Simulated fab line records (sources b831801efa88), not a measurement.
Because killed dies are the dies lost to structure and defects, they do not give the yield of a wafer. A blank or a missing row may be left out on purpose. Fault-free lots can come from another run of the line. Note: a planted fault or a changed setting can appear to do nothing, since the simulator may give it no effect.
The tool behind it: which one? -- flow gf180mcu -- Sampling: 13 lots, 39 wafers, 4 of 602 route steps

## WHAT THE GAUGES READ, wafer by wafer
GF_TOP_METAL_THK_MEAS_06: measures by xrf. Usual: TOP_METAL_ALCU_THK typically reads 905 nm, with standard deviation 13.
lot,measured,on,TOP_METAL_ALCU_THK (nm),flag
L938,day 26 23:01,film-metro-02,894 883 896,
L939,day 27 22:59,film-metro-01,916 906 918,
L940,day 28 12:40,film-metro-01,897 905 899,
L941,day 28 14:59,film-metro-01,903 905 907,
L945,day 29 18:13,film-metro-02,912 935 912,
L944,day 29 18:34,film-metro-01,902 903 905,
L946,day 30 03:34,film-metro-01,902 888 897,
L951,day 32 05:37,film-metro-02,904 907 913,
L950,day 32 05:56,film-metro-04,905 878 914,
L956,day 33 08:20,film-metro-01,904 914 900,
L958,day 33 09:13,film-metro-01,906 902 906,
L959,day 33 09:31,film-metro-01,903 885 905,
L960,day 33 10:07,film-metro-02,907 921 925,

## EACH LOT AND THE TOOL THAT RAN IT (in order: tool; ch and the chambers of the sampled wafers; start)
lot,GF_V1_SPUTTER_21,GF_MIM_SPUTTER_07,GF_V5_CMP_04
L938,"pvd-sputter-01, day 17 14:37","pvd-sputter-01, day 24 00:22","cmp-02 ch 0,2,3, day 26 00:23"
L939,"pvd-sputter-04, day 18 23:40","pvd-sputter-02, day 25 05:57","cmp-01 ch 0,2,3, day 27 00:47"
L940,"pvd-sputter-02, day 19 16:02","pvd-sputter-03, day 25 20:29","cmp-01 ch 0,1,2, day 27 14:56"
L941,"pvd-sputter-04, day 19 17:38","pvd-sputter-03, day 25 21:30","cmp-01 ch 0,1,3, day 27 16:52"
L945,"pvd-sputter-01, day 21 03:29","pvd-sputter-03, day 27 03:32","cmp-02 ch 1,2,3, day 28 20:50"
L944,"pvd-sputter-01, day 21 03:53","pvd-sputter-01, day 27 04:08","cmp-02 ch 0,1,3, day 28 21:23"
L946,"pvd-sputter-02, day 21 16:08","pvd-sputter-03, day 27 13:26","cmp-02 ch 1,3, day 29 05:54"
L951,"pvd-sputter-04, day 23 01:28","pvd-sputter-02, day 28 20:21","cmp-02 ch 1,2,3, day 30 11:27"
L950,"pvd-sputter-01, day 23 05:36","pvd-sputter-02, day 28 21:00","cmp-01 ch 0,1,3, day 30 12:29"
L956,"pvd-sputter-02, day 25 00:17","pvd-sputter-01, day 30 12:20","cmp-02 ch 0,1,2, day 32 17:40"
L958,"pvd-sputter-02, day 25 09:38","pvd-sputter-03, day 30 19:09","cmp-02 ch 1,2,3, day 32 18:46"
L959,"pvd-sputter-04, day 25 21:31","pvd-sputter-01, day 31 04:06","cmp-02 ch 0,2,3, day 32 19:28"
L960,"pvd-sputter-02, day 25 23:06","pvd-sputter-02, day 31 06:41","cmp-02 ch 0,1,2, day 32 20:22"
- GF_V1_SPUTTER_21: material Ti, target thk 15 nm, time 80.02 s.
- GF_MIM_SPUTTER_07: material TiN, target thk 60 nm, time 50 s.
- GF_V5_CMP_04: polishes SiO2.

## AS READ BY THE TOOLS THEMSELVES (means over the sampled wafers that have a number; for cases with no such wafer, the mark the record gives instead)
GF_V1_SPUTTER_21. Usual: chamber-pressure-pa 5.000 Pa, standard deviation 0.0097; substrate-temp-c 200.02 C, standard deviation 0.16; throttle-valve-pct 30.1 %, standard deviation 0.93.
lot,tool,chamber-pressure-pa (Pa),substrate-temp-c (C),throttle-valve-pct (%),flag
L938,pvd-sputter-01,4.989,199.99,29.0,
L939,pvd-sputter-04,4.995,199.97,29.5,
L940,pvd-sputter-02,5.008,200.03,30.4,
L941,pvd-sputter-04,5.008,200.14,29.8,
L945,pvd-sputter-01,4.991,200.03,30.0,
L944,pvd-sputter-01,4.991,199.91,30.0,
L946,pvd-sputter-02,5.002,200.18,31.4,
L951,pvd-sputter-04,5.010,199.85,29.8,
L950,pvd-sputter-01,5.002,199.97,29.4,
L956,pvd-sputter-02,5.003,200.05,30.7,
L958,pvd-sputter-02,5.005,199.98,30.2,
L959,pvd-sputter-04,4.997,199.99,29.9,
L960,pvd-sputter-02,4.995,200.21,30.6,

GF_MIM_SPUTTER_07. Usual: chamber-pressure-pa 0.4001 Pa, standard deviation 0.00081; throttle-valve-pct 29.7 %, standard deviation 1.1.
lot,tool,chamber-pressure-pa (Pa),throttle-valve-pct (%),flag
L938,pvd-sputter-01,0.3996,29.4,
L939,pvd-sputter-02,0.4001,30.0,
L940,pvd-sputter-03,0.3998,29.7,
L941,pvd-sputter-03,0.4002,28.6,
L945,pvd-sputter-03,0.3995,29.2,
L944,pvd-sputter-01,0.4005,29.7,
L946,pvd-sputter-03,0.3998,29.2,
L951,pvd-sputter-02,0.4010,29.6,
L950,pvd-sputter-02,0.3999,30.6,
L956,pvd-sputter-01,0.4010,29.6,
L958,pvd-sputter-03,0.4002,29.8,
L959,pvd-sputter-01,0.3992,29.3,
L960,pvd-sputter-02,0.4000,30.7,

GF_V5_CMP_04. Usual: motor-current-A 11.9 A, standard deviation 1.1.
lot,tool,motor-current-A (A),flag
L938,cmp-02,11.1,
L939,cmp-01,11.4,
L940,cmp-01,11.1,
L941,cmp-01,11.6,
L945,cmp-02,11.8,
L944,cmp-02,12.3,
L946,cmp-02,12.2,
L951,cmp-02,12.7,
L950,cmp-01,11.9,
L956,cmp-02,12.2,
L958,cmp-02,12.5,
L959,cmp-02,11.8,
L960,cmp-02,12.3,

## THE ANSWER, worked out from the rows above alone
Rule: lot off if the mean of its wafers having a number is beyond 3 standard deviations from the usual mean. Also off: a lot with no number at a reading for which 4 or more lots have one. Any other lot the step has rows for is counted as sound. After the gauges, taken in route order, come the tools' own readings; for these a lot's mean is taken, as printed above. At the first step where some lot is off, the reading lying furthest off is the one used; lots without a number count as furthest.
Across all readings shown, no lot is off: no conclusion can be drawn from this.

## WHAT HAD BEEN PUT IN BY THE SIMULATOR
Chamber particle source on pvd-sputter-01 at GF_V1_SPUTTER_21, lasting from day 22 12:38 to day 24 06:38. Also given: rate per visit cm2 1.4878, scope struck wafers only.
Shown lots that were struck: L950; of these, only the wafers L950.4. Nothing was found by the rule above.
